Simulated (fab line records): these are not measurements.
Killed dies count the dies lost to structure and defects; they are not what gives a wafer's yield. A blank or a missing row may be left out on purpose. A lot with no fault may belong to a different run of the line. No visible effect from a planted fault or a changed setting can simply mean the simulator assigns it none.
fab line records	flow gf180mcu	part 1 of 2: steps 1 to 25 of 36
record lots=5	wafers=15	lastDay=34
route steps=602 shown V3@441 M4@456 V4@476
lots with no fault: from the same line, run without faults
startH: hours from the record's first day to the start of the lot's first wafer shown	waitH: hours from the lot's prior step to this one	" unchanged from the row above	L1.1+2: several wafers, shown together as one row	- no value, or no start was given	* or withheld: withheld	< > ~ a bound
route shown NAME@n: NAME is a module with steps in the file, n the number in the route of the first one	usual: the fault-free wafers' mean and standard deviation	same: alike in all rows	chamber/n: place in a boat	sites: per-site readings	_std_site: the values' standard deviation	_edge_site: the outer-site mean with the inner-site mean subtracted	radiusMm: how far each site lies from the wafer's centre	mask NAME#n: copy n	behind: the tool/chamber that last shaped the wafer	hold: why the lot went on hold/how many hours it stayed there/how the hold came to an end	device: the transistor (n, p or np) that didn't switch	end of line: the same wafers' tests at the end of the route	step lacking rows: just its recipe	killed: dies lost to structure and defects at the first sort, not the wafer's yield	map: a wafer's dies, marking killed ones x, the rest . and places with no die _
set.NAME: the setting that was run; set.NAME@STEP: the one run at that earlier step	model.NAME: the simulator's own value behind a step, which no gauge read
certain route steps with their lots: each step a table, each wafer a row
services: the hour from which a tool's chamber was out of use, counted from the record's first day as startH (under 0 if before that day), plus the number of hours and why
## steps
# step GF_V3_PEB_12
# recipe pebTempC=135	pebTimeS=90	resist=KrF
lot.wafer	tool	chamber	startH	waitH
L077.2+3+4	lithoTrack-03	0	-	-
L080.2+4+5	lithoTrack-04	0	-	-
L082.2+5+6	lithoTrack-02	0	-	-
L085.1+5+6	lithoTrack-04	0	-	-
L096.2+4+5	lithoTrack-04	0	-	-
# step GF_V3_DEVELOP_13
# recipe developTimeS=60	resist=KrF	devTempC=21
lot.wafer	tool	chamber	startH	waitH
L077.2+3+4	lithoTrack-03	0	534.41	0.2
L080.2+4+5	lithoTrack-04	0	565.08	0.2
L082.2+5+6	lithoTrack-02	0	581.90	0.2
L085.1+5+6	lithoTrack-04	0	603.36	0.2
L096.2+4+5	lithoTrack-04	0	680.58	0.2
# step GF_V3_CD_MEAS_14
# recipe targetCdNm=260
# usual cdNm=259.7/1.3
lot.wafer	tool	chamber	startH	waitH	cdNm
L077.2	cdSem-02	-	534.56	0.1	258.6
L077.3	"	-	"	"	257.9
L077.4	"	-	"	"	258.1
L080.2	cdSem-02	-	565.23	0.1	260.7
L080.4	"	-	"	"	260.5
L080.5	"	-	"	"	260.4
L082.2	cdSem-02	-	582.05	0.1	258.0
L082.5	"	-	"	"	256.8
L082.6	"	-	"	"	257.9
L085.1	cdSem-01	-	603.51	0.1	257.8
L085.5	"	-	"	"	259.0
L085.6	"	-	"	"	257.0
L096.2	cdSem-01	-	680.73	0.1	261.1
L096.4	"	-	"	"	260.6
L096.5	"	-	"	"	260.4
# step GF_V3_OVL_MEAS_15
# usual V3_OVL=2/5.7
lot.wafer	tool	chamber	startH	waitH	V3_OVL[nm]
L077.2	overlay-02	-	534.67	0.1	0
L077.3	"	-	"	"	1
L077.4	"	-	"	"	5
L080.2	overlay-02	-	565.34	0.1	7
L080.4	"	-	"	"	6
L080.5	"	-	"	"	7
L082.2	overlay-02	-	582.17	0.1	-14
L082.5	"	-	"	"	1
L082.6	"	-	"	"	-8
L085.1	overlay-02	-	603.63	0.1	1
L085.5	"	-	"	"	12
L085.6	"	-	"	"	2
L096.2	overlay-01	-	680.83	0.1	9
L096.4	"	-	"	"	13
L096.5	"	-	"	"	5
# step GF_V3_ETCH_16
# recipe chemistry=N2/H2	targetDepthA=withheld	overetchA=withheld	timeS=withheld	target=BARC	ionEnergyEv=200	sourceW=500	biasW=100	pressureMtorr=30	n2FlowSccm=100	h2FlowSccm=200
# usual chamberPressureMTorr=30.00/0.031	drypumpMotorCurrentA=5.8/0.34	oesProductAu=0.855/0.0048	throttleValvePct=13.225/0.0099
lot.wafer	tool	chamber	startH	waitH	chamberPressureMTorr	drypumpMotorCurrentA	oesProductAu	throttleValvePct
L077.2	rieDiel-01	3	534.70	0.0	30.01	6.2	0.857	13.234
L077.3	"	1	"	"	30.01	6.1	0.852	13.225
L077.4	"	2	"	"	30.03	5.3	0.859	13.240
L080.2	rieDiel-02	1	565.37	0.0	30.00	6.0	0.853	13.212
L080.4	"	3	"	"	30.00	5.6	0.853	13.222
L080.5	"	3	"	"	30.03	5.6	0.854	13.258
L082.2	rieDiel-02	3	582.20	0.0	29.95	5.6	0.862	13.230
L082.5	"	0	"	"	29.95	6.1	0.861	13.214
L082.6	"	3	"	"	29.99	5.6	0.864	13.229
L085.1	rieDiel-02	1	603.67	0.0	30.02	6.0	0.853	13.218
L085.5	"	1	"	"	29.96	6.0	0.858	13.216
L085.6	"	0	"	"	29.98	6.1	0.850	13.222
L096.2	rieDiel-04	3	680.86	0.0	29.99	6.0	0.859	13.224
L096.4	"	2	"	"	30.01	5.5	0.861	13.206
L096.5	"	1	"	"	29.97	6.3	0.866	13.235
# step GF_V3_ETCH_17
# recipe chemistry=C4F8/O2/Ar	maskMaterial=KrF	target=SiO2	stopOn=TiN	sourceW=1500	biasW=1200	pressureMtorr=40	c4f8FlowSccm=withheld	O2_flow_sccm=6	Ar_flow_sccm=300	timeS=withheld	targetDepthA=6350
# usual chamberPressureMTorr=40.00/0.038	oesProductAu=0.856/0.0039
lot.wafer	tool	chamber	startH	waitH	chamberPressureMTorr	oesProductAu
L077.2	rieDiel-01	3	-	-	39.96	0.852
L077.3	"	1	"	"	40.00	0.860
L077.4	"	2	"	"	39.98	0.861
L080.2	rieDiel-02	1	-	-	39.92	0.857
L080.4	"	3	"	"	40.03	0.855
L080.5	"	3	"	"	40.04	0.861
L082.2	rieDiel-02	3	-	-	39.99	0.856
L082.5	"	0	"	"	39.97	0.865
L082.6	"	3	"	"	39.96	0.846
L085.1	rieDiel-02	1	-	-	39.99	0.856
L085.5	"	1	"	"	40.02	0.858
L085.6	"	0	"	"	39.99	0.852
L096.2	rieDiel-04	3	-	-	39.97	0.854
L096.4	"	2	"	"	40.03	0.853
L096.5	"	1	"	"	40.03	0.857
# step GF_V3_STRIP_18
# recipe chemistry=O2/N2	powerW=1400	pressureMtorr=1500	platenTempC=250	o2FlowSccm=3000	n2FlowSccm=300	overashFraction=0.5
# usual chamberPressureMTorr=1499.9/1.3	drypumpMotorCurrentA=5.7/0.5	heaterPowerW=296/13	oesProductAu=0.592/0.0048
lot.wafer	tool	chamber	startH	waitH	chamberPressureMTorr	drypumpMotorCurrentA	heaterPowerW	oesProductAu	rfHoursCounterH
L077.2	plasmaAsher-02	0	534.82	-	1500.6	6.3	316	0.595	43
L077.3	"	1	"	"	1499.0	5.5	307	0.591	-
L077.4	"	0	"	"	1499.3	6.2	310	0.594	-
L080.2	plasmaAsher-01	1	565.49	-	1498.6	4.9	287	0.592	14
L080.4	"	0	"	"	1499.2	5.6	274	0.596	-
L080.5	"	0	"	"	1499.9	5.6	275	0.590	-
L082.2	plasmaAsher-04	1	582.33	-	1499.1	5.4	283	0.586	74
L082.5	"	1	"	"	1501.8	5.4	284	0.593	-
L082.6	"	0	"	"	1496.4	6.5	302	0.597	-
L085.1	plasmaAsher-04	1	603.79	-	1500.7	5.4	296	0.592	76
L085.5	"	0	"	"	1500.3	6.5	305	0.592	-
L085.6	"	1	"	"	1498.2	5.4	283	0.591	-
L096.2	plasmaAsher-02	1	680.99	-	1499.5	5.6	300	0.600	59
L096.4	"	0	"	"	1499.5	6.2	320	0.586	-
L096.5	"	1	"	"	1499.7	5.6	291	0.592	-
# step GF_V3_STRIP_19
# recipe chemistry=postEtchResidueRemover	timeS=1200	tempC=72.5
lot.wafer	tool	chamber	startH	waitH
L077.2+3+4	wetBench-03	2	534.92	0.1
L080.2+4+5	wetBench-04	0	565.59	0.1
L082.2+5+6	wetBench-04	1	582.43	0.1
L085.1+5+6	wetBench-04	3	603.89	0.1
L096.2+4+5	wetBench-03	0	681.09	0.1
# step GF_V3_CLEAN_20
# recipe chemistry=DIW	dry=n2Spin
lot.wafer	tool	chamber	startH	waitH
L077.2+3+4	wetBench-01	3	535.27	0.0
L080.2+4+5	wetBench-01	1	565.94	0.0
L082.2+5+6	wetBench-01	1	582.84	0.0
L085.1+5+6	wetBench-03	1	604.24	0.0
L096.2+4+5	wetBench-01	3	681.47	0.0
# step GF_V3_SPUTTER_21
# recipe material=Ti	targetThkNm=15	chamberPressurePa=5	powerW=2500	substrateTempC=200	timeS=80.02
# usual chamberPressurePa=4.999/0.0095	throttleValvePct=29.8/1
lot.wafer	tool	chamber	startH	waitH	chamberPressurePa	throttleValvePct
L077.2	pvdSputter-02	-	535.36	0.0	5.000	28.2
L077.3	"	-	"	"	5.004	28.6
L077.4	"	-	"	"	4.995	31.4
L080.2	pvdSputter-02	-	566.04	0.0	5.007	31.3
L080.4	"	-	"	"	4.995	28.8
L080.5	"	-	"	"	5.000	29.9
L082.2	pvdSputter-03	-	582.93	0.0	5.012	31.3
L082.5	"	-	"	"	4.999	30.5
L082.6	"	-	"	"	4.980	29.6
L085.1	pvdSputter-03	-	604.34	0.0	5.004	29.6
L085.5	"	-	"	"	4.999	30.7
L085.6	"	-	"	"	5.000	29.2
L096.2	pvdSputter-03	-	681.56	0.0	5.013	31.2
L096.4	"	-	"	"	5.009	31.0
L096.5	"	-	"	"	4.992	29.0
# step GF_V3_SPUTTER_22
# recipe material=TiN	targetThkNm=10	chamberPressurePa=5	powerW=4000	timeS=40
# usual chamberPressurePa=5.000/0.011	throttleValvePct=29.8/1
lot.wafer	tool	chamber	startH	waitH	chamberPressurePa	throttleValvePct
L077.2	pvdSputter-02	-	535.42	0.0	5.007	28.5
L077.3	"	-	"	"	5.009	28.8
L077.4	"	-	"	"	4.996	31.4
L080.2	pvdSputter-02	-	566.10	0.0	4.980	30.9
L080.4	"	-	"	"	5.007	28.6
L080.5	"	-	"	"	4.994	29.7
L082.2	pvdSputter-03	-	582.99	0.0	5.006	31.4
L082.5	"	-	"	"	5.023	30.8
L082.6	"	-	"	"	4.995	29.5
L085.1	pvdSputter-03	-	604.40	0.0	4.992	29.4
L085.5	"	-	"	"	5.005	30.5
L085.6	"	-	"	"	4.988	29.6
L096.2	pvdSputter-03	-	681.62	0.0	4.989	31.5
L096.4	"	-	"	"	5.022	31.1
L096.5	"	-	"	"	5.012	28.8
# step GF_V3_CVD_23
# recipe material=W	targetThkNm=350	timeS=104.9	tempC=400	pressureTorr=40
# usual heaterPowerW=816/80
lot.wafer	tool	chamber	startH	waitH	heaterPowerW
L077.2	cvdW-01	1	535.46	0.0	822
L077.3	"	1	"	"	825
L077.4	"	0	"	"	687
L080.2	cvdW-01	0	566.14	0.0	680
L080.4	"	1	"	"	833
L080.5	"	0	"	"	703
L082.2	cvdW-02	0	583.03	0.0	876
L082.5	"	1	"	"	912
L082.6	"	0	"	"	877
L085.1	cvdW-02	0	604.44	0.0	883
L085.5	"	0	"	"	857
L085.6	"	1	"	"	903
L096.2	cvdW-01	1	681.66	0.0	807
L096.4	"	0	"	"	721
L096.5	"	0	"	"	706
# step GF_V3_RS_MEAS_24
# recipe thkMeasGauge=four-point-probe	reads=W_of_V3_CVD_23+TiN_of_V3_SPUTTER_22+Ti_of_V3_SPUTTER_21
# usual V3_W_RS=0.326/0.0071
lot.wafer	tool	chamber	startH	waitH	V3_W_RS[ohm/sq]
L077.2	filmMetro-01	-	535.59	0.1	0.311
L077.3	"	-	"	"	0.312
L077.4	"	-	"	"	0.321
L080.2	filmMetro-01	-	566.27	0.1	0.332
L080.4	"	-	"	"	0.322
L080.5	"	-	"	"	0.331
L082.2	filmMetro-03	-	583.16	0.1	0.330
L082.5	"	-	"	"	0.330
L082.6	"	-	"	"	0.328
L085.1	filmMetro-01	-	604.55	0.1	0.335
L085.5	"	-	"	"	0.331
L085.6	"	-	"	"	0.331
L096.2	filmMetro-03	-	681.79	0.1	0.314
L096.4	"	-	"	"	0.322
L096.5	"	-	"	"	0.327
# step GF_V3_THK_MEAS_25
# recipe thkMeasGauge=xrf	reads=W_of_V3_CVD_23
# usual V3_W_THK=356/9.3
lot.wafer	tool	chamber	startH	waitH	V3_W_THK[nm]
L077.2	filmMetro-01	-	535.70	0.1	371
L077.3	"	-	"	"	371
L077.4	"	-	"	"	357
L080.2	filmMetro-01	-	566.38	0.1	344
L080.4	"	-	"	"	351
L080.5	"	-	"	"	346
L082.2	filmMetro-03	-	583.27	0.1	355
L082.5	"	-	"	"	355
L082.6	"	-	"	"	359
L085.1	filmMetro-01	-	604.67	0.1	345
L085.5	"	-	"	"	349
L085.6	"	-	"	"	348
L096.2	filmMetro-03	-	681.90	0.1	374
L096.4	"	-	"	"	364
L096.5	"	-	"	"	361
# step GF_V3_CMP_26
# recipe stopOn=SiO2	downForcePsi=3.5	platenRpm=60	tOverpolishS=15	targetThkNm=0	padVelocityMS=0.94248
# usual edgeZonePressureFrac=1.000/0.0051	motorCurrentA=10.8/1.2	overpolishRunS=15.000/0.0094	timeToEndpointS=85/3.3
lot.wafer	tool	chamber	startH	waitH	edgeZonePressureFrac	motorCurrentA	overpolishRunS	timeToEndpointS
L077.3	cmp-01	3	536.02	0.3	1.001	12.6	14.989	90
L077.2	"	1	"	"	0.998	11.1	15.012	87
L077.4	"	2	"	"	1.003	11.2	14.988	83
L080.4	cmp-01	1	566.43	0.0	1.002	11.1	14.994	84
L080.2	"	0	"	"	1.001	10.1	14.987	81
L080.5	"	1	"	"	1.003	11.0	14.991	84
L082.2	cmp-01	1	583.42	0.1	0.993	11.2	15.011	85
L082.5	"	3	"	"	0.999	12.8	14.997	85
L082.6	"	0	"	"	0.999	10.6	14.994	82
L085.1	cmp-01	2	604.78	0.1	0.992	11.5	15.002	83
L085.5	"	1	"	"	0.995	11.3	14.996	82
L085.6	"	2	"	"	0.988	10.9	15.015	85
L096.4	cmp-01	2	681.95	0.0	0.994	11.8	14.999	90
L096.2	"	1	"	"	1.004	10.5	14.999	91
L096.5	"	2	"	"	0.994	11.6	15.006	90
# step GF_M4_SPUTTER_00
# recipe material=Ti	targetThkNm=37.5	arrivingIonEnergyEv=80	substrateTempC=200	chamberPressurePa=2	powerW=4000	timeS=150
# usual chamberPressurePa=2.000/0.0043	throttleValvePct=29.9/1
lot.wafer	tool	chamber	startH	waitH	chamberPressurePa	throttleValvePct
L077.2	pvdSputter-01	-	536.32	0.1	2.006	28.6
L077.3	"	-	"	"	1.996	29.9
L077.4	"	-	"	"	2.003	31.6
L080.2	pvdSputter-04	-	566.73	0.1	2.000	29.3
L080.4	"	-	"	"	1.998	29.2
L080.5	"	-	"	"	2.001	29.2
L082.2	pvdSputter-04	-	583.62	0.1	2.001	29.6
L082.5	"	-	"	"	1.999	29.0
L082.6	"	-	"	"	1.998	31.3
L085.1	pvdSputter-04	-	605.03	0.2	2.007	28.9
L085.5	"	-	"	"	2.005	28.8
L085.6	"	-	"	"	2.009	31.1
L096.2	pvdSputter-01	-	682.25	0.1	2.005	29.9
L096.4	"	-	"	"	2.001	28.6
L096.5	"	-	"	"	2.003	30.2
# step GF_M4_SPUTTER_01
# recipe material=TiN	targetThkNm=30	powerW=6500	timeS=25	chamberPressurePa=0.4
# usual chamberPressurePa=0.4001/0.0008	throttleValvePct=30.0/0.99
lot.wafer	tool	chamber	startH	waitH	chamberPressurePa	throttleValvePct
L077.2	pvdSputter-01	-	536.42	0.1	0.3999	28.3
L077.3	"	-	"	"	0.3983	30.0
L077.4	"	-	"	"	0.3998	31.3
L080.2	pvdSputter-04	-	566.83	0.1	0.4002	29.2
L080.4	"	-	"	"	0.4010	29.1
L080.5	"	-	"	"	0.4015	29.3
L082.2	pvdSputter-04	-	583.72	0.1	0.3997	29.5
L082.5	"	-	"	"	0.4017	28.9
L082.6	"	-	"	"	0.4001	31.1
L085.1	pvdSputter-04	-	605.13	0.1	0.3995	29.0
L085.5	"	-	"	"	0.3999	29.3
L085.6	"	-	"	"	0.3994	31.4
L096.2	pvdSputter-01	-	682.35	0.1	0.4006	29.8
L096.4	"	-	"	"	0.3999	28.6
L096.5	"	-	"	"	0.4004	30.0
# step GF_M4_SPUTTER_02
# recipe material=AlCu	targetThkNm=450	powerW=10600	timeS=23.9	chamberPressurePa=0.4
# usual chamberPressurePa=0.4001/0.00078	throttleValvePct=29.9/0.97
lot.wafer	tool	chamber	startH	waitH	chamberPressurePa	throttleValvePct
L077.2	pvdSputter-01	-	536.45	0.0	0.4004	28.7
L077.3	"	-	"	"	0.4010	30.1
L077.4	"	-	"	"	0.3994	31.4
L080.2	pvdSputter-04	-	566.86	0.0	0.4004	29.0
L080.4	"	-	"	"	0.3997	29.1
L080.5	"	-	"	"	0.4011	29.1
L082.2	pvdSputter-04	-	583.75	0.0	0.4005	29.5
L082.5	"	-	"	"	0.3995	28.7
L082.6	"	-	"	"	0.3999	31.2
L085.1	pvdSputter-04	-	605.16	0.0	0.4008	29.1
L085.5	"	-	"	"	0.3999	29.3
L085.6	"	-	"	"	0.4007	31.3
L096.2	pvdSputter-01	-	682.38	0.0	0.4007	29.7
L096.4	"	-	"	"	0.3988	28.5
L096.5	"	-	"	"	0.4005	29.9
# step GF_M4_SPUTTER_03
# recipe material=Ti	targetThkNm=10	substrateTempC=300	chamberPressurePa=0.3	powerW=3000	timeS=6.7
# usual chamberPressurePa=0.3000/0.00058	throttleValvePct=29.9/1
lot.wafer	tool	chamber	startH	waitH	chamberPressurePa	throttleValvePct
L077.2	pvdSputter-01	-	536.48	0.0	0.2997	28.4
L077.3	"	-	"	"	0.2997	30.1
L077.4	"	-	"	"	0.3008	31.3
L080.2	pvdSputter-04	-	566.89	0.0	0.3004	29.2
L080.4	"	-	"	"	0.2995	29.0
L080.5	"	-	"	"	0.2995	29.3
L082.2	pvdSputter-04	-	583.78	0.0	0.3003	29.8
L082.5	"	-	"	"	0.2993	29.0
L082.6	"	-	"	"	0.2995	31.4
L085.1	pvdSputter-04	-	605.19	0.0	0.2990	29.1
L085.5	"	-	"	"	0.3002	28.9
L085.6	"	-	"	"	0.3006	31.3
L096.2	pvdSputter-01	-	682.41	0.0	0.2994	30.1
L096.4	"	-	"	"	0.2998	28.6
L096.5	"	-	"	"	0.3003	30.3
# step GF_M4_SPUTTER_04
# recipe material=TiN	targetThkNm=50	powerW=6500	timeS=41.7	chamberPressurePa=0.4
# usual chamberPressurePa=0.4000/0.00081	throttleValvePct=29.9/0.97
lot.wafer	tool	chamber	startH	waitH	chamberPressurePa	throttleValvePct
L077.2	pvdSputter-01	-	536.50	0.0	0.4005	28.7
L077.3	"	-	"	"	0.3977	29.9
L077.4	"	-	"	"	0.4006	31.6
L080.2	pvdSputter-04	-	566.91	0.0	0.4004	29.3
L080.4	"	-	"	"	0.4012	29.2
L080.5	"	-	"	"	0.4015	29.2
L082.2	pvdSputter-04	-	583.80	0.0	0.4011	29.6
L082.5	"	-	"	"	0.3992	29.4
L082.6	"	-	"	"	0.4002	31.2
L085.1	pvdSputter-04	-	605.21	0.0	0.3989	29.0
L085.5	"	-	"	"	0.3992	29.0
L085.6	"	-	"	"	0.4004	31.2
L096.2	pvdSputter-01	-	682.43	0.0	0.3993	30.1
L096.4	"	-	"	"	0.4014	28.6
L096.5	"	-	"	"	0.3993	29.9
# step GF_M4_RS_MEAS_05
# recipe thkMeasGauge=four-point-probe	reads=TiN_of_M4_SPUTTER_04+Ti_of_M4_SPUTTER_03+AlCu_of_M4_SPUTTER_02+TiN_of_M4_SPUTTER_01+Ti_of_M4_SPUTTER_00
# usual M4_ALCU_RS=0.0696/0.00065
lot.wafer	tool	chamber	startH	waitH	M4_ALCU_RS[ohm/sq]
L077.2	filmMetro-04	-	536.56	0.0	0.0696
L077.3	"	-	"	"	0.0694
L077.4	"	-	"	"	0.0699
L080.2	filmMetro-04	-	566.97	0.0	0.0698
L080.4	"	-	"	"	0.0694
L080.5	"	-	"	"	0.0693
L082.2	filmMetro-04	-	583.86	0.0	0.0696
L082.5	"	-	"	"	0.0695
L082.6	"	-	"	"	0.0695
L085.1	filmMetro-04	-	605.25	0.0	0.0690
L085.5	"	-	"	"	0.0696
L085.6	"	-	"	"	0.0688
L096.2	filmMetro-02	-	682.49	0.0	0.0703
L096.4	"	-	"	"	0.0691
L096.5	"	-	"	"	0.0700
# step GF_M4_THK_MEAS_06
# recipe thkMeasGauge=xrf	reads=AlCu_of_M4_SPUTTER_02
# usual M4_ALCU_THK=452/5.4
lot.wafer	tool	chamber	startH	waitH	M4_ALCU_THK[nm]
L077.2	filmMetro-04	-	536.67	0.1	453
L077.3	"	-	"	"	453
L077.4	"	-	"	"	450
L080.2	filmMetro-04	-	567.08	0.1	454
L080.4	"	-	"	"	459
L080.5	"	-	"	"	456
L082.2	filmMetro-04	-	583.97	0.1	455
L082.5	"	-	"	"	455
L082.6	"	-	"	"	456
L085.1	filmMetro-04	-	605.37	0.1	461
L085.5	"	-	"	"	458
L085.6	"	-	"	"	460
L096.2	filmMetro-02	-	682.60	0.1	447
L096.4	"	-	"	"	457
L096.5	"	-	"	"	453
# step GF_M4_DEHYDRATE_07
# recipe tempC=200	timeS=60
lot.wafer	tool	chamber	startH	waitH
L077.2+3+4	lithoTrack-02	0	547.00	10.3
L080.2+4+5	lithoTrack-04	0	577.08	10.0
L082.2+5+6	lithoTrack-01	0	593.64	9.7
L085.1+5+6	lithoTrack-04	0	614.46	9.1
L096.2+4+5	lithoTrack-01	0	690.99	8.4
# step GF_M4_HMDS_08
# recipe primeTimeS=60	primeTempC=120
lot.wafer	tool	chamber	startH	waitH
L077.2+3+4	lithoTrack-02	0	547.15	0.1
L080.2+4+5	lithoTrack-04	0	577.23	0.1
L082.2+5+6	lithoTrack-01	0	593.79	0.1
L085.1+5+6	lithoTrack-04	0	614.61	0.1
L096.2+4+5	lithoTrack-01	0	691.14	0.1
# step GF_M4_COAT_09
# recipe resist=KrF	spinRpm=withheld	resistThkNm=1000
# usual dispensePressureKPa=53/3.8
lot.wafer	tool	chamber	startH	waitH	dispensePressureKPa
L077.2	lithoTrack-02	0	547.30	0.1	47
L077.3	"	0	"	"	47
L077.4	"	0	"	"	47
L080.2	lithoTrack-04	0	577.38	0.1	55
L080.4	"	0	"	"	55
L080.5	"	0	"	"	55
L082.2	lithoTrack-01	0	593.94	0.1	56
L082.5	"	0	"	"	56
L082.6	"	0	"	"	56
L085.1	lithoTrack-04	0	614.76	0.1	55
L085.5	"	0	"	"	55
L085.6	"	0	"	"	55
L096.2	lithoTrack-01	0	691.29	0.1	56
L096.4	"	0	"	"	56
L096.5	"	0	"	"	56
